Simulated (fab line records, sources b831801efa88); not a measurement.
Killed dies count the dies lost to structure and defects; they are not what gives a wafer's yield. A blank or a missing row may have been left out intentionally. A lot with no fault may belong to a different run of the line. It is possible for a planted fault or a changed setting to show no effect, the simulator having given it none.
What tool caused it?    flow gf180mcu    Sampling: 11 lots, 33 wafers, 7 of 602 route steps

WHAT THE GAUGES READ, wafer by wafer
GF_V1_RS_MEAS_24: measures by four-point-probe. Usual: V1_W_RS gives 0.3269 ohm/sq (standard deviation 0.003).
lot   measured      on             V1_W_RS (ohm/sq)                           flag
L711  day 18 00:14  film_metro-04  0.3326 0.3266 0.3292                       
L713  day 18 18:32  film_metro-01  0.3311 0.3299 0.3247                       
L714  day 19 04:20  film_metro-02  0.3266 0.3221 0.3318                       
L721  day 22 01:12  film_metro-02  0.3307 0.3305 0.3291                       
L722  day 22 08:11  film_metro-02  0.3252 0.3247 0.3274                       
L726  day 23 15:58  film_metro-02  0.4248 0.4216 0.4267 0.4253 0.4209 0.4269  OFF
L727  day 23 22:26  film_metro-02  0.3286 0.3233 0.3254                       
L728  day 24 09:16  film_metro-01  0.4215 0.4195 0.4214 0.4210 0.4188 0.4213  OFF
L731  day 25 03:32  film_metro-04  0.3332 0.3282 0.3261                       
L733  day 25 18:19  film_metro-04  0.3271 0.3306 0.3305                       
L734  day 26 11:17  film_metro-02  0.3277 0.3266 0.3278                       

GF_V1_THK_MEAS_25: measures by xrf. Usual: V1_W_THK gives 361 nm (standard deviation 4.5).
lot   measured      on             V1_W_THK (nm)            flag
L711  day 18 00:20  film_metro-04  355 363 358              
L713  day 18 18:40  film_metro-01  360 360 366              
L714  day 19 04:28  film_metro-02  358 365 354              
L721  day 22 01:19  film_metro-02  354 357 358              
L722  day 22 08:18  film_metro-02  363 362 362              
L726  day 23 18:26  film_metro-02  278 280 277 276 280 277  OFF
L727  day 23 22:33  film_metro-02  360 364 362              
L728  day 24 10:49  film_metro-01  274 277 275 274 278 276  OFF
L731  day 25 03:39  film_metro-04  356 363 366              
L733  day 25 18:25  film_metro-04  362 360 359              
L734  day 26 11:25  film_metro-02  363 365 360              

GF_M2_RS_MEAS_05: measures by four-point-probe. Usual: M2_ALCU_RS gives 0.0694 ohm/sq (standard deviation 0.00081).
lot   measured      on             M2_ALCU_RS (ohm/sq)   flag
L711  day 18 00:56  film_metro-02  0.0684 0.0683 0.0687  
L713  day 18 19:14  film_metro-02  0.0698 0.0684 0.0694  
L714  day 19 05:02  film_metro-03  0.0682 0.0692 0.0685  
L721  day 22 01:54  film_metro-02  0.0683 0.0681 0.0699  
L722  day 22 08:53  film_metro-01  0.0692 0.0684 0.0685  
L726  day 23 21:29  film_metro-02  0.0703 0.0701 0.0702  
L727  day 23 23:08  film_metro-03  0.0696 0.0686 0.0685  
L728  day 24 15:28  film_metro-01  0.0698 0.0701 0.0702  
L731  day 25 04:14  film_metro-01  0.0705 0.0691 0.0702  
L733  day 25 19:01  film_metro-01  0.0682 0.0689 0.0683  
L734  day 26 11:59  film_metro-01  0.0703 0.0703 0.0708  

WHAT TOOL EACH LOT RAN ON (gives the tool, then ch and the chambers of the sampled wafers, and finally the start)
lot   GF_V1_SPUTTER_21              GF_V1_SPUTTER_22              GF_V1_CVD_23                   GF_V1_CMP_26
L711  pvd_sputter-01, day 17 23:58  pvd_sputter-01, day 18 00:02  cvd_w-02 ch 0,1, day 18 00:07  cmp-02 ch 0,1,2, day 18 00:25
L713  pvd_sputter-02, day 18 18:19  pvd_sputter-02, day 18 18:23  cvd_w-01 ch 0,1, day 18 18:25  cmp-02 ch 0,1,3, day 18 18:52
L714  pvd_sputter-02, day 19 04:08  pvd_sputter-02, day 19 04:11  cvd_w-02 ch 0,1, day 19 04:14  cmp-01 ch 0,1,3, day 19 04:34
L721  pvd_sputter-02, day 22 00:58  pvd_sputter-02, day 22 01:02  cvd_w-02 ch 0,1, day 22 01:04  cmp-01 ch 1,2,3, day 22 01:22
L722  pvd_sputter-02, day 22 07:58  pvd_sputter-02, day 22 08:02  cvd_w-01 ch 0,1, day 22 08:04  cmp-02 ch 0,2,3, day 22 08:25
L726  pvd_sputter-02, day 23 15:43  pvd_sputter-02, day 23 15:46  cvd_w-01 ch 0,1, day 23 15:50  cmp-02 ch 0,2, day 23 20:59
L727  pvd_sputter-03, day 23 22:13  pvd_sputter-03, day 23 22:17  cvd_w-02 ch 0,1, day 23 22:19  cmp-01 ch 1,3, day 23 22:37
L728  pvd_sputter-02, day 24 09:02  pvd_sputter-02, day 24 09:06  cvd_w-01 ch 0, day 24 09:08    cmp-01 ch 1,2,3, day 24 14:56
L731  pvd_sputter-01, day 25 03:19  pvd_sputter-01, day 25 03:23  cvd_w-02 ch 0,1, day 25 03:25  cmp-01 ch 1,3, day 25 03:43
L733  pvd_sputter-02, day 25 18:05  pvd_sputter-02, day 25 18:08  cvd_w-02 ch 0,1, day 25 18:11  cmp-01 ch 0,2, day 25 18:28
L734  pvd_sputter-01, day 26 11:04  pvd_sputter-01, day 26 11:08  cvd_w-01 ch 1, day 26 11:10    cmp-02 ch 1,2,3, day 26 11:34
- GF_V1_SPUTTER_21: material Ti, target thk 15 nm, time 80.02 s.
- GF_V1_SPUTTER_22: material TiN, target thk 10 nm, time 40 s.
- GF_V1_CVD_23: deposits W, target thk 350 nm, time 105.05 s.
- GF_V1_CMP_26: polishes, stops on SiO2, t overpolish 15 s, target thk 0 nm.

AS READ BY THE TOOLS THEMSELVES (means over the sampled wafers that have a number; for cases with no such wafer, the mark the record gives instead)
GF_V1_SPUTTER_21. Usual: throttle_valve_pct 30.6 %, standard deviation 1.5.
lot   tool            throttle_valve_pct (%)  flag
L711  pvd_sputter-01  31.0                    
L713  pvd_sputter-02  31.7                    
L714  pvd_sputter-02  30.4                    
L721  pvd_sputter-02  31.6                    
L722  pvd_sputter-02  30.3                    
L726  pvd_sputter-02  30.4                    
L727  pvd_sputter-03  29.9                    
L728  pvd_sputter-02  29.2                    
L731  pvd_sputter-01  31.8                    
L733  pvd_sputter-02  30.2                    
L734  pvd_sputter-01  31.0                    

GF_V1_SPUTTER_22. Usual: throttle_valve_pct 30.6 %, standard deviation 1.5.
lot   tool            throttle_valve_pct (%)  flag
L711  pvd_sputter-01  31.0                    
L713  pvd_sputter-02  31.8                    
L714  pvd_sputter-02  30.3                    
L721  pvd_sputter-02  31.5                    
L722  pvd_sputter-02  30.4                    
L726  pvd_sputter-02  30.3                    
L727  pvd_sputter-03  29.9                    
L728  pvd_sputter-02  29.2                    
L731  pvd_sputter-01  31.7                    
L733  pvd_sputter-02  30.2                    
L734  pvd_sputter-01  30.9                    

GF_V1_CVD_23. Usual: heater_power_outer_w 470 W, standard deviation 25; heater_power_w 782 W, standard deviation 44.
lot   tool      heater_power_outer_w (W)  heater_power_w (W)  flag
L711  cvd_w-02  445                       756                 
L713  cvd_w-01  479                       762                 
L714  cvd_w-02  466                       800                 
L721  cvd_w-02  444                       752                 
L722  cvd_w-01  473                       798                 
L726  cvd_w-01  469                       800                 
L727  cvd_w-02  458                       750                 
L728  cvd_w-01  496                       740                 
L731  cvd_w-02  475                       788                 
L733  cvd_w-02  444                       776                 
L734  cvd_w-01  471                       830                 

GF_V1_CMP_26. Usual: motor_current_A 11.0 A, standard deviation 0.82; time_to_endpoint_s 83 s, standard deviation 4.2.
lot   tool    motor_current_A (A)  time_to_endpoint_s (s)  flag
L711  cmp-02  11.4                 83                      
L713  cmp-02  12.0                 83                      
L714  cmp-01  10.6                 82                      
L721  cmp-01  10.9                 85                      
L722  cmp-02  11.0                 87                      
L726  cmp-02  11.4                 68                      OFF
L727  cmp-01  10.2                 84                      
L728  cmp-01  10.4                 66                      OFF
L731  cmp-01  10.2                 82                      
L733  cmp-01  11.4                 82                      
L734  cmp-02  11.5                 83                      

THE ANSWER, worked out from the rows above alone
Rule: a lot counts as off when the mean over its wafers that have a number is more than 3 standard deviations away from the usual mean. Also off: a lot with no number at a reading for which 4 or more lots have one. All remaining lots with rows at the step are treated as sound. After the gauges, taken in route order, come the tools' own readings; for these a lot's mean is taken, as printed above. At the first step where some lot is off, the reading lying furthest off is the one used; lots without a number count as furthest.
Off: L726, L728, seen at GF_V1_RS_MEAS_24 (V1_W_RS).
A tool fits if, at a process step before that reading, it ran every lot that is off, and no sound lot after the first of them. The gauges at GF_V1_RS_MEAS_24 aren't tried: what is off there is off at GF_V1_CMP_26 too, on other tools, and a gauge's error can't cause that. None of those tried fits.

WHAT THE SIMULATOR PUT IN
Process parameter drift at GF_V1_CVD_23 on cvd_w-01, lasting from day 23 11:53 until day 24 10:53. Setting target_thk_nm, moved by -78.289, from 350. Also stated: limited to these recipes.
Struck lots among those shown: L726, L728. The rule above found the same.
